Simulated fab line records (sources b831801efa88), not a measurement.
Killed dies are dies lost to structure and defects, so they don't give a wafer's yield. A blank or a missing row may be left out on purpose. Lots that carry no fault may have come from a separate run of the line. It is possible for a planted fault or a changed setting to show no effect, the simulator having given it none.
The tool behind it: which one?	flow sfq_line	14 lots with 42 wafers sampled at 2 steps, on a route of 325 steps

WHAT THE GAUGES SHOWED, per wafer
No reading from a measuring or inspecting step in the record can be judged against a usual standard deviation.

WHAT TOOL EACH LOT RAN ON (gives the tool, then ch and the chambers of the sampled wafers, and finally the start)
lot	SFQ_TRILAYER_I3_DEP_PECVD_081	SFQ_TRILAYER_I3_CMP_CMP_082
L161	pecvd-03 ch 0,1,2, day 24 19:38	cmp-02 ch 0,1,2, day 25 21:55
L162	pecvd-04 ch 1,2, day 26 12:41	cmp-02 ch 0,1,2, day 28 04:08
L163	pecvd-03 ch 1,2, day 26 13:53	cmp-02 ch 0,2,3, day 28 08:38
L165	pecvd-03 ch 0,1,2, day 27 04:29	cmp-02 ch 0,1,2, day 28 16:08
L166	pecvd-02 ch 0,1,2, day 38 00:38	cmp-02 ch 1,3, day 38 01:19
L167	pecvd-04 ch 0,1, day 38 05:26	cmp-01 ch 0,1,3, day 38 07:12
L168	pecvd-02 ch 1,2, day 38 06:38	cmp-02 ch 0,2,3, day 38 07:19
L169	pecvd-03 ch 0,1,2, day 38 09:02	cmp-02 ch 0,1,3, day 38 10:49
L170	pecvd-04 ch 0,1,2, day 38 11:26	cmp-01 ch 2,3, day 38 12:12
L171	pecvd-03 ch 0,1,2, day 38 12:38	cmp-01 ch 0,1,2, day 38 15:42
L176	pecvd-03 ch 0,2, day 39 01:50	cmp-01 ch 0,2, day 39 01:55
L179	pecvd-03 ch 0,1,2, day 39 10:14	cmp-02 ch 0,1, day 39 10:43
L180	pecvd-02 ch 0,1, day 39 12:38	cmp-02 ch 2,3, day 39 13:43
L181	pecvd-04 ch 0,2, day 39 17:26	cmp-02 ch 1,2, day 39 18:01
- SFQ_TRILAYER_I3_DEP_PECVD_081: deposits SiO2 from SiH4/N2O, time 111.11 s, target thk 500 nm.
- SFQ_TRILAYER_I3_CMP_CMP_082: polishes SiO2.

WHAT THE TOOLS THEMSELVES READ (means of the sampled wafers that have a number; where no wafer has one, the mark that the record gives instead)
SFQ_TRILAYER_I3_DEP_PECVD_081.
lot	tool	chamber_pressure_Torr (Torr)	heater_power_w (W)	rf_fwd_power_W (W)	showerhead_vpp_V (V)	throttle_valve_pct (%)
L161	pecvd-03	2.404	102	182.5	803	24.8
L162	pecvd-04	2.407	113	182.7	812	26.0
L163	pecvd-03	2.407	90	182.2	821	25.8
L165	pecvd-03	2.399	101	182.2	806	24.9
L166	pecvd-02	2.399	77	182.2	856	23.6
L167	pecvd-04	2.401	102	181.8	774	27.0
L168	pecvd-02	2.400	84	181.9	852	22.8
L169	pecvd-03	2.406	99	182.5	806	25.6
L170	pecvd-04	2.405	114	182.7	797	27.1
L171	pecvd-03	2.404	97	182.2	802	25.5
L176	pecvd-03	2.403	84	256.0	946	24.4
L179	pecvd-03	2.398	75	255.7	951	25.6
L180	pecvd-02	2.404	76	182.1	843	23.7
L181	pecvd-04	2.398	112	182.7	779	28.4

SFQ_TRILAYER_I3_CMP_CMP_082.
lot	tool	edge_zone_pressure_frac	motor_current_A (A)	time_to_endpoint_s (s)
L161	cmp-02	0.999	9.7	216
L162	cmp-02	0.998	9.7	206
L163	cmp-02	1.000	10.4	213
L165	cmp-02	1.002	9.8	208
L166	cmp-02	1.000	10.3	223
L167	cmp-01	1.005	9.1	218
L168	cmp-02	1.000	10.0	212
L169	cmp-02	0.999	10.7	228
L170	cmp-01	0.998	9.0	223
L171	cmp-01	1.001	9.6	223
L176	cmp-01	0.999	9.8	247
L179	cmp-02	1.000	10.2	245
L180	cmp-02	0.992	10.9	203
L181	cmp-02	0.999	9.5	214

THE ANSWER, worked out from the rows above alone
Rule: the usual values come from the lots themselves. Put in order of their means at a reading, lots are off if they are a third of the lots or fewer, leave a main group of 4 or more, and stand apart from it by a gap of 3 or more times the standard deviation of the main group's means; of several such gaps the widest counts. A main group is skipped when, at the precision printed for the reading in the tables above, its means are all equal. A lot without any number at a reading at which 4 lots or more have one is off too. The other lots that the step has rows for count as sound. Order of review: gauges by route order, followed by the tools' own readings, for which a lot's mean as printed above is used. The first step at which some lot is off is used, and at that step the reading that is off furthest; a lot without a number counts as furthest.
Off: L176, L179 (SFQ_TRILAYER_I3_DEP_PECVD_081, rf_fwd_power_W). The main group: mean 182.3 W, standard deviation 0.3.
A tool fits if, at that step or a process step before it, it ran every lot that is off, and no sound lot after the first of them. One candidate fits, namely pecvd-03 at SFQ_TRILAYER_I3_DEP_PECVD_081. Its last sound lot is L171 (day 38 12:38), its first lot that is off L176 (day 39 01:50): a fault that began between those two fits.
The tool's own readings at SFQ_TRILAYER_I3_DEP_PECVD_081 bear it out: on the lots that are off they differ by more than 5 times the standard deviation of the sound lots' means. rf_fwd_power_W reads 255.8 W there against 182.3 W on the sound lots; showerhead_vpp_V reads 948 V there against 813 V on the sound lots.

WHAT THE SIMULATOR HAD INSERTED
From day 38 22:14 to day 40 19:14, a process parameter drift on pecvd-03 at SFQ_TRILAYER_I3_DEP_PECVD_081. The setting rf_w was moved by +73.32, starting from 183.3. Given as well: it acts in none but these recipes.
Lots struck among those shown: L176, L179. The rule above reached the same finding.
